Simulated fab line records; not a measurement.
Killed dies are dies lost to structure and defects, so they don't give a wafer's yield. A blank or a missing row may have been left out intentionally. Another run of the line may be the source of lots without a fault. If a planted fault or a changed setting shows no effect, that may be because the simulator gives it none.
One fault through the eyes of 2 desks + flow sky130 + each desk has only its own numbers; what lay behind them comes last

== FOR THE TOOL OWNER'S DESK: litho track-01 ==
The tool's own readings at SKY_POLY_GATE_COAT_07 (resist thk 110 nm): means of the sampled wafers that have a number, for each lot that ran on this tool. A lot is out of limits, marked OUT, if its mean lies more than 4 standard deviations from the usual mean; the brackets give that distance.
Columns: A = spin speed rpm at SKY_POLY_GATE_COAT_07, usual 3000.1 rpm
| lot  | first seen here | A                        |
|------|-----------------|--------------------------|
| L869 | day 20 01:09    | 3288.1 (+99 or more) OUT |
| L870 | day 20 07:13    | 3286.9 (+99 or more) OUT |
| L880 | day 23 11:54    | 2999.1                   |
This desk's verdict: out of limits on L869, L870, starting with L869 at day 20 01:09 (spin speed rpm at SKY_POLY_GATE_COAT_07). L880 stayed within limits.

== THE METROLOGY DESK ==
Means of the sampled wafers that have a number, per lot and without regard to the tool the lot ran on: this is what the gauges read. A lot is out of limits, marked OUT, if its mean lies more than 4 standard deviations from the usual mean; the brackets give that distance.
Columns: A = POLY_GATE_TW at SKY_RES_PROTECT_TW_MEAS_08, usual 4042; B = POLY_GATE_CVD_03_THK at SKY_POLY_GATE_THK_MEAS_04, usual 75.4 nm; C = cd nm at SKY_POLY_GATE_CD_MEAS_13, usual 149.8 nm; D = POLY_GATE_OVL at SKY_POLY_GATE_OVL_MEAS_14, usual 0 nm
| lot  | first seen here | A    | B    | C     | D  |
|------|-----------------|------|------|-------|----|
| L859 | day 16 07:04    | 4053 | 74.4 | 149.6 | 1  |
| L869 | day 19 07:20    | 4044 | 75.6 | 151.3 | -0 |
| L870 | day 19 14:47    | 4007 | 75.7 | 150.1 | 0  |
| L879 | day 22 17:41    | 4086 | 75.9 | 149.4 | 3  |
| L880 | day 22 19:55    | 4060 | 76.5 | 149.6 | 8  |
| L881 | day 23 08:16    | 3985 | 75.6 | 149.5 | -6 |
This desk found nothing out of limits on any of the 6 lots.

== PUT TOGETHER ==
On L869, L870, at day 20 01:09, an alarm was possible from the tool owner's desk.
At the metrology desk, nothing out of limits was observed.
The metrology desk has L869, L870 on record, within its limits.
The lots listed all ran SKY_POLY_GATE_COAT_07 on litho track-01.

== WHAT THE SIMULATOR PUT IN ==
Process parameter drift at SKY_POLY_GATE_COAT_07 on litho track-01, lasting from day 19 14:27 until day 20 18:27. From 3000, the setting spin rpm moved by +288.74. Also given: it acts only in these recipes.
Struck lots among those shown: L869, L870.
Time in hours from fault onset to the first out-of-limits reading at each desk: the tool owner's desk, 11.
